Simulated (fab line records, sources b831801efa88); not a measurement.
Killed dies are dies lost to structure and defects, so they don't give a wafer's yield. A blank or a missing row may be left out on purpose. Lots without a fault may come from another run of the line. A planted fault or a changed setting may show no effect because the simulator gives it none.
Split-lot experiment | flow sfq_line | 5 lots, 23 wafers read, on a route of 325 steps

THE SPLIT
At SFQ_TRILAYER_I7_VIA_LITHO_PEB_190 (peb time 60 s), the setting peb_temp_c was moved away from the recipe's 115 C on 5 of the 23 wafers read, by -3.1% to +2.1%. The other wafers ran this setting at the recipe's value.

The file shows no step between the split and the reading.

THE READING
I7.cd_nm (the simulator's own value, which no gauge read), in nm, at SFQ_TRILAYER_I7_VIA_BARC_OPEN_VIA_ETCH_260 (etches BARC in O2, target depth 125 nm, time 41.7 s). The file gives no usual value for it. The 18 wafers here that ran the recipe average 1000.4 nm, standard deviation 2.1 nm.

wafer  | tool, chamber at the split | peb_temp_c as run, C | against the recipe | I7.cd_nm, nm | against lot-mates on the recipe
L076.2 | litho_track-04, 0          | 111.4                | -3.1%              | 924.5        | -76.8
L076.3 | litho_track-04, 0          | 111.4                | -3.1%              | 924.7        | -76.6
L076.4 | litho_track-04, 0          | 115                  | recipe             | 1002         | -
L076.5 | litho_track-04, 0          | 115                  | recipe             | 1002         | -
L076.6 | litho_track-04, 0          | 115                  | recipe             | 1000         | -
L077.1 | litho_track-03, 0          | 115                  | recipe             | 998.8        | -
L077.2 | litho_track-03, 0          | 115                  | recipe             | 998.1        | -
L077.3 | litho_track-03, 0          | 115                  | recipe             | 998.5        | -
L077.4 | litho_track-03, 0          | 115                  | recipe             | 997.7        | -
L077.6 | litho_track-03, 0          | 115                  | recipe             | 997.7        | -
L079.2 | litho_track-03, 0          | 115                  | recipe             | 998.4        | -
L079.4 | litho_track-03, 0          | 115                  | recipe             | 999.1        | -
L079.6 | litho_track-03, 0          | 115                  | recipe             | 998.3        | -
L082.1 | litho_track-02, 0          | 115                  | recipe             | 999.9        | -
L082.3 | litho_track-02, 0          | 115                  | recipe             | 1004         | -
L082.4 | litho_track-02, 0          | 115                  | recipe             | 1002         | -
L082.5 | litho_track-02, 0          | 115                  | recipe             | 1002         | -
L082.6 | litho_track-02, 0          | 115                  | recipe             | 1003         | -
L084.1 | litho_track-02, 0          | 115                  | recipe             | 1003         | -
L084.2 | litho_track-02, 0          | 115                  | recipe             | 1002         | -
L084.3 | litho_track-02, 0          | 117.4                | +2.1%              | 1041         | +38.5
L084.4 | litho_track-02, 0          | 117.4                | +2.1%              | 1042         | +39.5
L084.5 | litho_track-02, 0          | 117.4                | +2.1%              | 1042         | +39.5

THE FIT
A straight line over all 23 wafers: I7.cd_nm changes by +22.4 nm for each +1% of peb_temp_c; r = +0.99; the points scatter about the line by 3.1 nm.
The same after taking each lot's own level away (the mean of its wafers on the recipe; 23 wafers): +22.2 nm for each +1%; r = +0.99; scatter 3.2 nm.
On that fit, the largest move of peb_temp_c shifts the reading by 70 nm.
The lots' own levels span 998.16 to 1002.50 nm, that is 2.1 times the standard deviation above.
So the lot-to-lot level changes the slope little: the two slopes agree.
Check: with one of the wafers moved furthest among these (-3.1%) left out of the fit, the line predicts -68.1 nm for it against its lot-mates. It came out at -76.8 nm against them.

OTHER SPLITS ON THESE WAFERS
These wafers also went through other splits before the reading. Each is held against what the fit with the lots' levels taken away leaves over:
other split on the same wafers                    | wafers away from the commonest value | r with I7.cd_nm (lot level and that fit taken away)
SFQ_TRILAYER_C5_LITHO_EXPOSE_152 dose_mj          | 10                                   | +0.55
SFQ_TRILAYER_M6_LITHO_COAT_159 spin_rpm           | 10                                   | -0.29
SFQ_TRILAYER_M6_BARC_OPEN_METAL_ETCH_206 time_s   | 8                                    | -0.42
SFQ_TRILAYER_I6_VIA_LITHO_PEB_172 peb_time_s      | 7                                    | +0.24
SFQ_TRILAYER_I6_VIA_BARC_OPEN_VIA_ETCH_235 time_s | 4                                    | -0.21
SFQ_TRILAYER_I7_DEP_PECVD_183 time_s              | 9                                    | -0.22

THE FILE'S OWN FIT
I7.cd_nm changes by +22.7 nm for each +1% of peb_temp_c, r = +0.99.
